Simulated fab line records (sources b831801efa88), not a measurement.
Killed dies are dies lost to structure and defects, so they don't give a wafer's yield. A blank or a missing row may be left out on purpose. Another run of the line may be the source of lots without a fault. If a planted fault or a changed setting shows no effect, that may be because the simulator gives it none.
8D (eight disciplines) problem report, filled in by code || flow sky130 || the parts of the form that need people (team, actions taken, sign-off) are left out

== 1. THE PROBLEM ==
At SKY_GATE_OXIDE_IMPLANT_11, dose_ions_cm2 averages 2.7e+12 over 6 wafers from 2 lots, while fault-free wafers read 2.6e+12, standard deviation 3e+09. Relative to the usual mean, that is a shift of +19 standard deviations.
Earliest sighting: wafer L367.1 on implanter-04 at day 20 03:50. Wafers with a number at this step in the record: 18, from 6 lots. Rule for "out", or "out of limits": more than 4 standard deviations from the usual mean. The other wafers with a number count as sound.

== 2. WHAT IT IS; WHAT IT IS NOT ==
{"question": "which readings at this step", "is": "dose_ions_cm2", "is not": "-"}
{"question": "which lots", "is": "L367, L368", "is not": "L349, L356, L371, L372"}
{"question": "which wafers of those lots", "is": "all that have a number", "is not": "-"}
{"question": "read on which tools", "is": "implanter-04", "is not": "implanter-02, implanter-03"}
{"question": "when", "is": "from day 20 03:50", "is not": "up to then (6 sound wafers); but 6 sound wafers of L371, L372 came after"}

== 3. SUSPECTS, AND WHAT RULES EACH OUT ==
Counting: a tool at a process step up to the reading stays a suspect if it ran every lot that is out and no sound lot after the first of them.
- implanter-04 at SKY_GATE_OXIDE_IMPLANT_11: kept. Every lot that is out went through it, starting with L367 (day 20 03:50), and after that it ran no sound lot; the last sound lot it ran before then is L356 (day 16 10:01). Its own dose_ions_cm2 readings are out on those wafers.
Remaining after the count: implanter-04 at SKY_GATE_OXIDE_IMPLANT_11.

== 4. THE CAUSE (what the simulator had put in) ==
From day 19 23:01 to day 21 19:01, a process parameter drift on implanter-04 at SKY_GATE_OXIDE_IMPLANT_11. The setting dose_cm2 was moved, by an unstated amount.
Counting left only this tool.

== 5. THE EFFECT CHAIN, in route order ==
Rows list readings where the struck wafers' mean (over those with a number) sits beyond 3 standard deviations from the usual. Only readings for which the record gives a usual standard deviation are gone through. hours: the time from each lot's start at the first step in this table that gives one to its start at this step, as a median over the lots. sigmas: the change in usual standard deviations.
{"hours": 0, "step": "SKY_GATE_OXIDE_IMPLANT_11", "reading": "dose_ions_cm2", "usual": 2.6e+12, "on struck wafers": 2.7e+12, "change": "+5.8e+10", "sigmas": "+19"}
Here are the process steps it includes:
- SKY_GATE_OXIDE_IMPLANT_11

== 6. WHAT WOULD HAVE CAUGHT IT SOONER ==
The fault began at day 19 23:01; the first out-of-limits reading in this record came at day 20 03:50, 5 hours later.
